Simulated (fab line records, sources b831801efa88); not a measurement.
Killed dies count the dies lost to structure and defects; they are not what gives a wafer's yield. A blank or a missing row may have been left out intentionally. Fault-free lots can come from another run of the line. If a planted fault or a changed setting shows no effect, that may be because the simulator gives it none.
Matching of chambers ; flow gf180mcu ; pecvd-03 running GF_V1_CVD_02: 3 sister chambers
The step deposits SiO2 from TEOS, target thk 850 nm, time 94.851 s. 18 wafers are shown with their chamber, then 9 later ones without.

## EACH WAFER AND ITS CHAMBER
wafer;chamber;heater_power_w (W);rf_fwd_power_W (W)
L074.4;0;658;596.4
L074.5;2;670;595.9
L074.6;1;788;598.8
L075.2;2;629;594.7
L075.3;1;775;597.1
L075.6;1;795;599.3
L076.1;0;549;594.8
L076.4;1;845;597.0
L076.5;0;607;595.7
L077.1;0;528;597.7
L077.3;2;555;593.6
L077.4;1;846;598.6
L079.1;2;639;597.8
L079.2;0;566;592.8
L079.3;1;836;597.6
L083.2;0;642;596.0
L083.5;0;605;594.1
L083.6;2;530;594.7

SIGNATURES (averages over the wafers above)
reading;chamber 0;chamber 1;chamber 2;scatter within a chamber
heater_power_w;593.57;814.17;604.60;46.9
rf_fwd_power_W;595.357;598.067;595.340;1.42
Rule: for a wafer and a chamber, the distance is found by dividing, reading by reading, the gap between the wafer's reading and the chamber's mean by the reading's scatter, squaring, summing and taking the root. If the next closest chamber is less than 2 further off than the closest, the wafer can't be placed; otherwise it belongs to the closest. The scatter is the square root of a quotient: the sum, over the shown wafers, of each reading's squared deviation from its chamber's mean, divided by wafers minus chambers.

## WAFERS WITHOUT THEIR CHAMBER
wafer;heater_power_w (W);rf_fwd_power_W (W)
L084.2;776;598.9
L084.4;669;594.2
L084.6;623;594.5
L090.2;621;597.2
L090.3;542;597.7
L090.4;585;594.4
L097.1;885;592.9
L097.4;623;594.7
L097.5;683;596.4

## WHICH CHAMBER EACH WENT THROUGH
wafer;from the rows above;in truth
L084.2;1;1
L084.4;can't be placed: 2 or 0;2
L084.6;can't be placed: 2 or 0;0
L090.2;can't be placed: 2 or 0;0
L090.3;can't be placed: 0 or 2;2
L090.4;can't be placed: 0 or 2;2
L097.1;1;1
L097.4;can't be placed: 2 or 0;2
L097.5;can't be placed: 2 or 0 or 1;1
Correct placement for 2 of the 9. Cannot be placed on the basis of these rows: 7; the candidates contain the true chamber in 7. 0 placed wrongly.
